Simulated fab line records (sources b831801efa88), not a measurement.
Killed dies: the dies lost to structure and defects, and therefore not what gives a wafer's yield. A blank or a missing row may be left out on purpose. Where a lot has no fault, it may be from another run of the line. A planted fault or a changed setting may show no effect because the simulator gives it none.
Problem report in the 8D (eight disciplines) form, filled by code + flow gf180mcu + the parts of the form that need people (team, actions taken, sign-off) are left out

## 1. THE PROBLEM
Mean HV_LDD_CVD_54_THK at GF_HV_LDD_THK_MEAS_55: 6.68 nm over 6 wafers in 2 lots; fault-free wafers: 10.03 nm, standard deviation 0.13. That is -26 standard deviations from the usual mean.
First observed at day 15 07:35: wafer L744.2, on film-metro-01. The record has a number at this step for 39 wafers belonging to 13 lots. Rule for "out", or "out of limits": more than 4 standard deviations from the usual mean. The other wafers with a number count as sound.

## 2. WHAT IT IS, WHAT IT ISN'T
| question                    | is                           | is not                                                                                             |
|-----------------------------|------------------------------|----------------------------------------------------------------------------------------------------|
| which readings at this step | HV_LDD_CVD_54_THK            | -                                                                                                  |
| which lots                  | L744, L745                   | L737, L738, L740, L741, L743, L750, L755, L756, L757, L758, L759                                   |
| which wafers of those lots  | all that have a number       | -                                                                                                  |
| read on which gauges        | film-metro-01, film-metro-02 | film-metro-04                                                                                      |
| when                        | from day 15 07:35            | up to then (15 sound wafers); but 18 sound wafers of L750, L755, L756, L757, L758, L759 came after |

## 3. WHAT RULES OUT EACH SUSPECT
Counting: a tool stays on the suspect list if, at a process step up to the reading, it processed all lots that are out and no sound lot following the first of them.
- the gauge at GF_HV_LDD_THK_MEAS_55 is ruled out. The wafers that are out were read on 2 gauges (film-metro-01, film-metro-02).
- lpcvd-02 at GF_HV_LDD_CVD_54 (deposits SiO2 from TEOS, target thk 10 nm, time 75 s): ruled out as a lasting fault. The sound lots L756, L757, L758, L759 went through it after L744, its earliest lot that is out (day 15 06:33).
Left after counting: nothing in the record.

## 4. THE CAUSE (what the simulator had put in)
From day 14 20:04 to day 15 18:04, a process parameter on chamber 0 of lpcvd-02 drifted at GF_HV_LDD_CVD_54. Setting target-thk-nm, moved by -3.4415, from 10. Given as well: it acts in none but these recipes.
The count ruled it out by mistake, since the rule takes a fault to strike every lot its tool runs from the start of the fault on, and this one did not do so.

## 5. THE EFFECT CHAIN, in route order
One row per reading whose mean, taken over the struck wafers that have a number, lies over 3 standard deviations from the usual. Only readings whose record carries a usual standard deviation are examined. hours: median over the lots of the time between each lot's start at the first step of this table that gives one and its start at this step. sigmas: the change, counted in usual standard deviations.
| hours | step                  | reading           | usual    | on struck wafers | change | sigmas |
|-------|-----------------------|-------------------|----------|------------------|--------|--------|
| 0     | GF_HV_LDD_THK_MEAS_55 | HV_LDD_CVD_54_THK | 10.03 nm | 6.68             | -3.35  | -26    |
At these later measuring or inspecting steps, every struck wafer for which the step has a row has a number for every such reading, and none has moved that far: GF_CONTACT_CD_MEAS_14.

## 6. HOW IT WOULD HAVE BEEN CAUGHT EARLIER
The first out-of-limits reading at a measuring or inspecting step in this record came at day 15 07:35, 12 hours after the fault's start at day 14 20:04.
Tool readings at GF_HV_LDD_CVD_54 with a usual standard deviation given in the record: none out on any struck wafer, hence no alarm at a limit of 4 standard deviations on them.
